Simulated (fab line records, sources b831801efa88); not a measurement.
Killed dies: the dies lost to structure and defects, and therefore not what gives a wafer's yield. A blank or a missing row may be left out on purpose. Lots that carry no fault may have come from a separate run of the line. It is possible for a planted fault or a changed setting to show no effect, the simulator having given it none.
Which tool is to blame? ; flow sky130 ; 33 wafers from 11 lots sampled at 7 of the route's 708 steps

WHAT THE GAUGES READ, wafer by wafer
SKY_POLY_GATE_OVL_MEAS_14. Usual: for POLY_GATE_OVL the level is 1 nm and the standard deviation is 5.3.
lot;measured;on;POLY_GATE_OVL (nm);flag
L516;day 16 01:42;overlay-01;-4 -3 1;
L517;day 16 10:40;overlay-01;8 8 4;
L520;day 17 16:35;overlay-02;3 0 -2;
L523;day 18 13:20;overlay-01;-5 -4 -1;
L524;day 19 11:19;overlay-01;8 -2 1;
L532;day 22 03:08;overlay-01;5 4 5;
L533;day 22 12:17;overlay-02;-2 3 2;
L534;day 22 22:05;overlay-01;0 1 -2;
L535;day 23 14:11;overlay-02;-6 -3 1;
L537;day 23 23:20;overlay-01;-10 -5 -9;
L539;day 24 11:44;overlay-02;3 2 4;

SKY_LDD_N_OVL_MEAS_07. Usual: for LDD_N_OVL the level is -1.4 nm and the standard deviation is 1.2.
lot;measured;on;LDD_N_OVL (nm);flag
L516;day 17 07:20;overlay-01;0.3 -0.1 -2.0;
L517;day 17 19:55;overlay-01;-4.1 -4.3 -3.2;
L520;day 19 00:49;overlay-01;0.0 -1.4 -0.7;
L523;day 19 23:32;overlay-02;-3.4 -3.0 -2.3;
L524;day 20 20:43;overlay-02;- - -;OFF
L532;day 23 10:19;overlay-02;-0.9 -3.1 -1.5;
L533;day 23 21:19;overlay-01;-1.4 -0.8 -3.1;
L534;day 24 05:29;overlay-02;-1.6 -1.5 -2.0;
L535;day 25 01:46;overlay-01;-0.7 0.1 -0.8;
L537;day 25 10:04;overlay-01;-1.0 -1.8 -0.2;
L539;day 25 18:56;overlay-01;-1.8 -3.0 -3.1;

SKY_LDD_N_TW_MEAS_17. Usual: for LDD_N_TW the level is 2591 and the standard deviation is 26.
lot;measured;on;LDD_N_TW;flag
L516;day 17 08:41;film-metro-01;2622 2609 2610;
L517;day 17 21:16;film-metro-04;2570 2575 2580;
L520;day 19 02:09;film-metro-01;2636 2641 2633;
L523;day 20 00:53;film-metro-03;2582 2583 2581;
L524;day 20 22:03;film-metro-03;30 30 30;OFF
L532;day 23 11:39;film-metro-01;2625 2622 2629;
L533;day 23 22:40;film-metro-04;2602 2594 2593;
L534;day 24 06:49;film-metro-01;2632 2638 2638;
L535;day 25 03:06;film-metro-03;2549 2554 2561;
L537;day 25 11:24;film-metro-03;2549 2550 2549;
L539;day 25 20:17;film-metro-03;2546 2570 2546;

SKY_LDD_P_TW_MEAS_11. Usual: for LDD_P_TW the level is 633 and the standard deviation is 4.4.
lot;measured;on;LDD_P_TW;flag
L516;day 18 14:40;film-metro-02;627 626 624;
L517;day 19 03:48;film-metro-03;636 633 632;
L520;day 20 09:40;film-metro-02;634 630 629;
L523;day 21 08:09;film-metro-03;633 632 641;
L524;day 22 05:13;film-metro-04;2584 2588 2604;OFF
L532;day 24 17:34;film-metro-03;633 628 634;
L533;day 25 04:45;film-metro-04;632 634 633;
L534;day 25 12:19;film-metro-02;632 633 629;
L535;day 26 07:53;film-metro-03;630 631 632;
L537;day 26 16:44;film-metro-03;631 629 635;
L539;day 27 01:06;film-metro-04;637 635 635;

SKY_LOCAL_INTERCONNECT_OVL_MEAS_12. Usual: for LOCAL_INTERCONNECT_OVL the level is 3 nm and the standard deviation is 5.6.
lot;measured;on;LOCAL_INTERCONNECT_OVL (nm);flag
L516;day 30 05:40;overlay-01;5 10 1;
L517;day 30 13:10;overlay-01;-3 1 2;
L520;day 31 14:21;overlay-02;-2 3 1;
L523;day 32 14:25;overlay-02;-2 3 2;
L524;day 33 07:31;overlay-01;5 4 6;
L532;day 35 14:41;overlay-01;-3 8 1;
L533;day 36 01:01;overlay-02;6 9 10;
L534;day 36 09:07;overlay-01;-3 7 -3;
L535;day 37 02:17;overlay-02;7 -5 6;
L537;day 37 08:55;overlay-01;0 9 7;
L539;day 37 16:31;overlay-01;8 4 5;

WHAT TOOL EACH LOT RAN ON (gives the tool, then ch and the chambers of the sampled wafers, and finally the start)
lot;SKY_NWELL_RTA_28;SKY_LDD_N_EXPOSE_04
L516;rtp-anneal-02 ch 0, day 5 04:50;iline-stepper-02 ch 0, day 16 17:34
L517;rtp-anneal-02 ch 0, day 5 11:31;iline-stepper-01 ch 0, day 17 05:11
L520;rtp-anneal-02 ch 0, day 6 08:44;iline-stepper-02 ch 0, day 18 09:31
L523;rtp-anneal-01 ch 0, day 7 01:09;iline-stepper-01 ch 0, day 19 08:08
L524;rtp-anneal-02 ch 0, day 7 09:49;iline-stepper-01 ch 0, day 20 05:59
L532;rtp-anneal-02 ch 0, day 9 07:22;iline-stepper-01 ch 0, day 22 19:52
L533;rtp-anneal-01 ch 0, day 9 15:09;iline-stepper-01 ch 0, day 23 06:12
L534;rtp-anneal-02 ch 0, day 9 23:22;iline-stepper-02 ch 0, day 23 15:42
L535;rtp-anneal-01 ch 0, day 10 07:58;iline-stepper-01 ch 0, day 24 10:48
L537;rtp-anneal-01 ch 0, day 10 13:47;iline-stepper-02 ch 0, day 24 19:17
L539;rtp-anneal-01 ch 0, day 11 02:42;iline-stepper-01 ch 0, day 25 04:39
- SKY_NWELL_RTA_28: time 30 s.
- SKY_LDD_N_EXPOSE_04: exposes mask NTM, target cd 840 nm.

AS READ BY THE TOOLS THEMSELVES (means over the sampled wafers that have a number; for cases with no such wafer, the mark the record gives instead)
SKY_NWELL_RTA_28. Usual: lamp-power-pct 25.30 %, standard deviation 0.054; ramp-down-c-per-s 90.001, standard deviation 0.017; ramp-up-c-per-s 150.00, standard deviation 0.029; wafer_temp_C_max 1054.8, standard deviation 0.9.
lot;tool;lamp-power-pct (%);ramp-down-c-per-s;ramp-up-c-per-s;wafer_temp_C_max;flag
L516;rtp-anneal-02;25.25;89.996;149.98;1054.5;
L517;rtp-anneal-02;25.29;90.016;149.98;1055.5;
L520;rtp-anneal-02;25.35;89.998;150.00;1054.2;
L523;rtp-anneal-01;25.32;90.019;149.98;1054.9;
L524;rtp-anneal-02;25.28;89.996;150.00;1056.0;
L532;rtp-anneal-02;25.31;89.993;150.00;1054.6;
L533;rtp-anneal-01;25.28;90.010;149.99;1055.3;
L534;rtp-anneal-02;25.30;90.026;149.99;1053.9;
L535;rtp-anneal-01;25.32;89.992;149.99;1054.7;
L537;rtp-anneal-01;25.29;90.005;150.02;1053.9;
L539;rtp-anneal-01;25.27;89.987;149.98;1055.1;

THE ANSWER, worked out from the rows above alone
Rule: a lot counts as off when the mean over its wafers that have a number is more than 3 standard deviations away from the usual mean. Also off: a lot with no number at a reading for which 4 or more lots have one. All remaining lots with rows at the step are treated as sound. First the gauges in route order, then the tools' own readings, where a lot's mean is used as printed above. The first step at which some lot is off is used, and at that step the reading that is off furthest; a lot without a number counts as furthest.
Off: L524, at SKY_LDD_N_OVL_MEAS_07 (LDD_N_OVL). Without a number there: L524.
A tool fits if, at a process step before that reading, it ran every lot that is off, and no sound lot after the first of them. Not tried: the gauges at SKY_LDD_N_OVL_MEAS_07; whatever is off there is also off at SKY_LDD_N_TW_MEAS_17, on other tools, and gauge error can't account for it. Of those tried, none fits.

WHAT HAD BEEN PUT IN BY THE SIMULATOR
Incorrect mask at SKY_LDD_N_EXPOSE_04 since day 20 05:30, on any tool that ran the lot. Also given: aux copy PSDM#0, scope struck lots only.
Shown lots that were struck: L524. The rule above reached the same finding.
